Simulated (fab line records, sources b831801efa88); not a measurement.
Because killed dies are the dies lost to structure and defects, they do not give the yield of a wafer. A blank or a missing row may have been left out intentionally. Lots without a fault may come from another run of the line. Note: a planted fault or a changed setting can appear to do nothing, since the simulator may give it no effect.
Tool commonality check / flow sky130 / Lots sampled 14, wafers sampled 42

## REASON FOR OPENING
At SKY_METAL5_THK_MEAS_06 the reading METAL5_ALCU_THK is flagged on 2 of 14 lots. No-fault wafers: 1137 nm, standard deviation 13.
Rule: a lot is flagged when every wafer of it that has a number lies more than 4 standard deviations from that mean, or none has a number. All remaining lots are regarded as sound.

lot=L756; measured=day 42 20:27; on=film_metro-04; METAL5_ALCU_THK (nm), wafer by wafer=1141 1135 1131; flag=
lot=L757; measured=day 43 00:47; on=film_metro-04; METAL5_ALCU_THK (nm), wafer by wafer=1125 1123 1111; flag=
lot=L758; measured=day 43 12:34; on=film_metro-01; METAL5_ALCU_THK (nm), wafer by wafer=1136 1127 1128; flag=
lot=L759; measured=day 43 20:52; on=film_metro-02; METAL5_ALCU_THK (nm), wafer by wafer=1128 1141 1136; flag=
lot=L761; measured=day 44 15:07; on=film_metro-02; METAL5_ALCU_THK (nm), wafer by wafer=1132 1130 1127; flag=
lot=L764; measured=day 45 01:40; on=film_metro-02; METAL5_ALCU_THK (nm), wafer by wafer=1115 1127 1125; flag=
lot=L765; measured=day 45 05:38; on=film_metro-01; METAL5_ALCU_THK (nm), wafer by wafer=1128 1118 1135; flag=
lot=L766; measured=day 45 13:04; on=film_metro-01; METAL5_ALCU_THK (nm), wafer by wafer=1169 1145 1144; flag=
lot=L767; measured=day 45 21:44; on=film_metro-01; METAL5_ALCU_THK (nm), wafer by wafer=1154 1133 1146; flag=
lot=L768; measured=day 46 00:29; on=film_metro-02; METAL5_ALCU_THK (nm), wafer by wafer=1343 1341 1346; flag=FLAGGED
lot=L769; measured=day 46 04:20; on=film_metro-01; METAL5_ALCU_THK (nm), wafer by wafer=1324 1354 1319; flag=FLAGGED
lot=L777; measured=day 48 08:02; on=film_metro-04; METAL5_ALCU_THK (nm), wafer by wafer=1140 1152 1151; flag=
lot=L778; measured=day 48 10:25; on=film_metro-02; METAL5_ALCU_THK (nm), wafer by wafer=1154 1149 1155; flag=
lot=L779; measured=day 48 19:12; on=film_metro-01; METAL5_ALCU_THK (nm), wafer by wafer=1133 1157 1123; flag=
Average over the flagged lots: 1338 nm; offset from the usual +201 nm, equal to +15 standard deviations.

## EACH LOT AND THE TOOL IT RAN ON
Before the reading, the record contains 4 process steps out of a 708-step route. Cell contents, in order: the tool; ch with the chambers the sampled wafers went through; the start.
lot=L756; flag=; SKY_VIA1_SPUTTER_20=pvd_sputter-03, day 33 21:18; SKY_VIA2_STRIP_16=plasma_asher-03 ch 0,1, day 36 04:25; SKY_METAL3_SPUTTER_03=pvd_sputter-01, day 36 05:54; SKY_METAL5_SPUTTER_04=pvd_sputter-02, day 42 20:17
lot=L757; flag=; SKY_VIA1_SPUTTER_20=pvd_sputter-01, day 34 04:51; SKY_VIA2_STRIP_16=plasma_asher-01 ch 0,1, day 36 11:32; SKY_METAL3_SPUTTER_03=pvd_sputter-01, day 36 13:03; SKY_METAL5_SPUTTER_04=pvd_sputter-04, day 43 00:36
lot=L758; flag=; SKY_VIA1_SPUTTER_20=pvd_sputter-01, day 34 19:55; SKY_VIA2_STRIP_16=plasma_asher-04 ch 0,1, day 37 03:11; SKY_METAL3_SPUTTER_03=pvd_sputter-04, day 37 04:32; SKY_METAL5_SPUTTER_04=pvd_sputter-01, day 43 12:23
lot=L759; flag=; SKY_VIA1_SPUTTER_20=pvd_sputter-02, day 35 01:04; SKY_VIA2_STRIP_16=plasma_asher-03 ch 0,1, day 37 07:10; SKY_METAL3_SPUTTER_03=pvd_sputter-01, day 37 08:31; SKY_METAL5_SPUTTER_04=pvd_sputter-02, day 43 20:42
lot=L761; flag=; SKY_VIA1_SPUTTER_20=pvd_sputter-01, day 35 20:07; SKY_VIA2_STRIP_16=plasma_asher-04 ch 0,1, day 38 02:56; SKY_METAL3_SPUTTER_03=pvd_sputter-03, day 38 04:18; SKY_METAL5_SPUTTER_04=pvd_sputter-01, day 44 14:56
lot=L764; flag=; SKY_VIA1_SPUTTER_20=pvd_sputter-02, day 36 11:49; SKY_VIA2_STRIP_16=plasma_asher-04 ch 0,1, day 38 18:34; SKY_METAL3_SPUTTER_03=pvd_sputter-04, day 38 20:00; SKY_METAL5_SPUTTER_04=pvd_sputter-01, day 45 01:29
lot=L765; flag=; SKY_VIA1_SPUTTER_20=pvd_sputter-02, day 36 17:04; SKY_VIA2_STRIP_16=plasma_asher-01 ch 0,1, day 38 22:34; SKY_METAL3_SPUTTER_03=pvd_sputter-03, day 38 23:55; SKY_METAL5_SPUTTER_04=pvd_sputter-04, day 45 05:28
lot=L766; flag=; SKY_VIA1_SPUTTER_20=pvd_sputter-01, day 36 23:19; SKY_VIA2_STRIP_16=plasma_asher-01 ch 0,1, day 39 06:10; SKY_METAL3_SPUTTER_03=pvd_sputter-03, day 39 07:31; SKY_METAL5_SPUTTER_04=pvd_sputter-02, day 45 12:53
lot=L767; flag=; SKY_VIA1_SPUTTER_20=pvd_sputter-02, day 37 10:55; SKY_VIA2_STRIP_16=plasma_asher-04 ch 0,1, day 39 15:25; SKY_METAL3_SPUTTER_03=pvd_sputter-03, day 39 16:44; SKY_METAL5_SPUTTER_04=pvd_sputter-01, day 45 21:32
lot=L768; flag=FLAGGED; SKY_VIA1_SPUTTER_20=pvd_sputter-03, day 37 15:33; SKY_VIA2_STRIP_16=plasma_asher-01 ch 0,1, day 39 20:20; SKY_METAL3_SPUTTER_03=pvd_sputter-01, day 39 21:43; SKY_METAL5_SPUTTER_04=pvd_sputter-01, day 46 00:19
lot=L769; flag=FLAGGED; SKY_VIA1_SPUTTER_20=pvd_sputter-02, day 37 21:06; SKY_VIA2_STRIP_16=plasma_asher-03 ch 0,1, day 40 01:49; SKY_METAL3_SPUTTER_03=pvd_sputter-03, day 40 03:10; SKY_METAL5_SPUTTER_04=pvd_sputter-02, day 46 04:10
lot=L777; flag=; SKY_VIA1_SPUTTER_20=pvd_sputter-03, day 40 08:54; SKY_VIA2_STRIP_16=plasma_asher-04 ch 0,1, day 42 15:14; SKY_METAL3_SPUTTER_03=pvd_sputter-04, day 42 16:41; SKY_METAL5_SPUTTER_04=pvd_sputter-01, day 48 07:52
lot=L778; flag=; SKY_VIA1_SPUTTER_20=pvd_sputter-02, day 40 15:44; SKY_VIA2_STRIP_16=plasma_asher-04 ch 1, day 42 19:10; SKY_METAL3_SPUTTER_03=pvd_sputter-03, day 42 20:33; SKY_METAL5_SPUTTER_04=pvd_sputter-01, day 48 10:14
lot=L779; flag=; SKY_VIA1_SPUTTER_20=pvd_sputter-02, day 41 01:31; SKY_VIA2_STRIP_16=plasma_asher-01 ch 0, day 43 04:10; SKY_METAL3_SPUTTER_03=pvd_sputter-04, day 43 05:31; SKY_METAL5_SPUTTER_04=pvd_sputter-04, day 48 19:01
These steps, and what they do:
- SKY_VIA1_SPUTTER_20: material TiN, target thk 20 nm, time 80 s.
- SKY_VIA2_STRIP_16: strips in O2/N2.
- SKY_METAL3_SPUTTER_03: material Ti, target thk 5 nm, time 3.3 s.
- SKY_METAL5_SPUTTER_04: material TiN, target thk 70 nm, time 58.3 s.
- SKY_METAL5_THK_MEAS_06: measures by xrf.

## FLAGGED AGAINST TOTAL, ONE TOOL AT A TIME (gauges that did the reading follow at the end)
step=SKY_VIA1_SPUTTER_20; tool=pvd_sputter-01; lots run=4; flagged=0; share of the flagged lots=none; sound lots run after its first flagged lot=-
step=SKY_VIA1_SPUTTER_20; tool=pvd_sputter-02; lots run=7; flagged=1; share of the flagged lots=some; sound lots run after its first flagged lot=2 (L778,L779)
step=SKY_VIA1_SPUTTER_20; tool=pvd_sputter-03; lots run=3; flagged=1; share of the flagged lots=some; sound lots run after its first flagged lot=1 (L777)
step=SKY_VIA2_STRIP_16; tool=plasma_asher-01; lots run=5; flagged=1; share of the flagged lots=some; sound lots run after its first flagged lot=1 (L779)
step=SKY_VIA2_STRIP_16; tool=plasma_asher-03; lots run=3; flagged=1; share of the flagged lots=some; sound lots run after its first flagged lot=0
step=SKY_VIA2_STRIP_16; tool=plasma_asher-04; lots run=6; flagged=0; share of the flagged lots=none; sound lots run after its first flagged lot=-
step=SKY_METAL3_SPUTTER_03; tool=pvd_sputter-01; lots run=4; flagged=1; share of the flagged lots=some; sound lots run after its first flagged lot=0
step=SKY_METAL3_SPUTTER_03; tool=pvd_sputter-03; lots run=6; flagged=1; share of the flagged lots=some; sound lots run after its first flagged lot=1 (L778)
step=SKY_METAL3_SPUTTER_03; tool=pvd_sputter-04; lots run=4; flagged=0; share of the flagged lots=none; sound lots run after its first flagged lot=-
step=SKY_METAL5_SPUTTER_04; tool=pvd_sputter-01; lots run=7; flagged=1; share of the flagged lots=some; sound lots run after its first flagged lot=2 (L777,L778)
step=SKY_METAL5_SPUTTER_04; tool=pvd_sputter-02; lots run=4; flagged=1; share of the flagged lots=some; sound lots run after its first flagged lot=0
step=SKY_METAL5_SPUTTER_04; tool=pvd_sputter-04; lots run=3; flagged=0; share of the flagged lots=none; sound lots run after its first flagged lot=-
step=SKY_METAL5_THK_MEAS_06; tool=film_metro-01; lots run=6; flagged=1; share of the flagged lots=some; sound lots run after its first flagged lot=1 (L779)
step=SKY_METAL5_THK_MEAS_06; tool=film_metro-02; lots run=5; flagged=1; share of the flagged lots=some; sound lots run after its first flagged lot=1 (L778)
step=SKY_METAL5_THK_MEAS_06; tool=film_metro-04; lots run=3; flagged=0; share of the flagged lots=none; sound lots run after its first flagged lot=-

## THE TABLE: WHAT IT ALLOWS
No row of the table ran every flagged lot.

## WHAT HAD BEEN PUT IN BY THE SIMULATOR
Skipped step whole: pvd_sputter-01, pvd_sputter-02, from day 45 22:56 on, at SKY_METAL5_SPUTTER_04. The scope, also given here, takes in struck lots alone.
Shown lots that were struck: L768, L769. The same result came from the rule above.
